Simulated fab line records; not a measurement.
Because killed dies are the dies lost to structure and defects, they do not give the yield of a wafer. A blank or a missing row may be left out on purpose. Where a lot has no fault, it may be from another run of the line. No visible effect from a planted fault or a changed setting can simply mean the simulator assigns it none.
8D (eight disciplines) problem report, filled in by code + flow sky130 + the parts of the form that need people (team, actions taken, sign-off) are left out

== 1. PROBLEM STATEMENT ==
Wafers without a fault read 2.8, standard deviation 1.7; killed_at_M4_up at SKY_PAD_OPEN_PROBE_99 reads a mean of 37.8 on 6 wafers belonging to 2 lots. Relative to the usual mean, that is a shift of +21 standard deviations.
First seen on wafer L823.2, day 48 18:07, on prober-02. The record holds 15 wafers of 5 lots with a number at this step. By rule, "out" or "out of limits" means more than 4 standard deviations away from the usual mean. The other wafers with a number count as sound.

== 2. WHAT IT IS, WHAT IT ISN'T ==
| question                    | is                     | is not                                                                                |
|-----------------------------|------------------------|---------------------------------------------------------------------------------------|
| which readings at this step | killed_at_M4_up        | killed_at_M0_to_M3, killed at front end, killed open, killed short, sort_bin_6_memory |
| which lots                  | L823, L826             | L814, L821, L825                                                                      |
| which wafers of those lots  | all that have a number | -                                                                                     |
| read on which tools         | prober-02              | prober-01                                                                             |
| when                        | from day 48 18:07      | up to then (6 sound wafers); but 3 sound wafers of L825 came after                    |

== 3. SUSPECTS, AND WHAT RULES EACH OUT ==
Counting: a tool at any process step up to the reading remains a suspect when it ran all the lots that are out and ran no sound lot after the first of those.
- pvd sputter-03 at SKY_METAL5_SPUTTER_03 (material Ti, target thk 5 nm, time 3.3 s): kept. All lots that are out passed through it, beginning with L823 at day 46 05:58, and no sound lot followed; its final sound lot before that point was L821 at day 45 12:22.
- prober-02 at SKY_PAD_OPEN_PROBE_99: kept. All lots that are out passed through it, beginning with L823 at day 48 18:07, and no sound lot followed; its final sound lot before that point was L814 at day 46 09:15. Out on those wafers are its own readings of killed_at_M4_up.
The count leaves prober-02 at SKY_PAD_OPEN_PROBE_99 and pvd sputter-03 at SKY_METAL5_SPUTTER_03.

== 4. THE CAUSE (what the simulator had put in) ==
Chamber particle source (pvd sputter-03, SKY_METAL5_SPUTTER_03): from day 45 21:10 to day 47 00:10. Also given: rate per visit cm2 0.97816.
2 suspects survive the count, and this tool is in that group.

== 5. THE EFFECT CHAIN, in route order ==
Rows list readings where the struck wafers' mean (over those with a number) sits beyond 3 standard deviations from the usual. Scope: only readings with a usual standard deviation given in the record; hours: median across lots of the time from each lot's start at the first step in this table that gives one to its start at this step; sigmas: change in usual standard deviations.
| hours | step                  | reading              | usual  | on struck wafers | change | sigmas |
|-------|-----------------------|----------------------|--------|------------------|--------|--------|
| 0     | SKY_PAD_OPEN_PROBE_99 | defect limited yield | 82.8 % | 75.8             | -7.0   | -4.1   |
| 0     | SKY_PAD_OPEN_PROBE_99 | killed_at_M4_up      | 2.8    | 37.8             | +35.0  | +21    |
| 0     | SKY_PAD_OPEN_PROBE_99 | killed dies          | 85     | 119              | +34    | +4.0   |
| 0     | SKY_PAD_OPEN_PROBE_99 | sort_bin_3_pad_short | 0.9 %  | 2.8              | +1.9   | +4.1   |
| 0     | SKY_PAD_OPEN_PROBE_99 | sort_bin_5_function  | 10.2 % | 14.5             | +4.3   | +3.3   |
| 0     | SKY_PAD_OPEN_PROBE_99 | sort n pass          | 407    | 373              | -34    | -4.0   |
| 0     | SKY_PAD_OPEN_PROBE_99 | sort yield pct       | 82.8 % | 75.8             | -7.0   | -4.1   |
Here are the process steps it includes:
- SKY_PAD_OPEN_PROBE_99

== 6. HOW IT WOULD HAVE BEEN CAUGHT EARLIER ==
First out-of-limits reading in this record: day 48 18:07, which is 69 hours after fault onset at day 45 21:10.
No tool reading at SKY_METAL5_SPUTTER_03 that has a usual standard deviation in the record was out on any struck wafer, so an alarm limit of 4 standard deviations on those readings would not have fired.
Lots out: 2; all had begun SKY_METAL5_SPUTTER_03 on pvd sputter-03 by day 48 18:07. Tool hold at that time: it would have spared none of them.
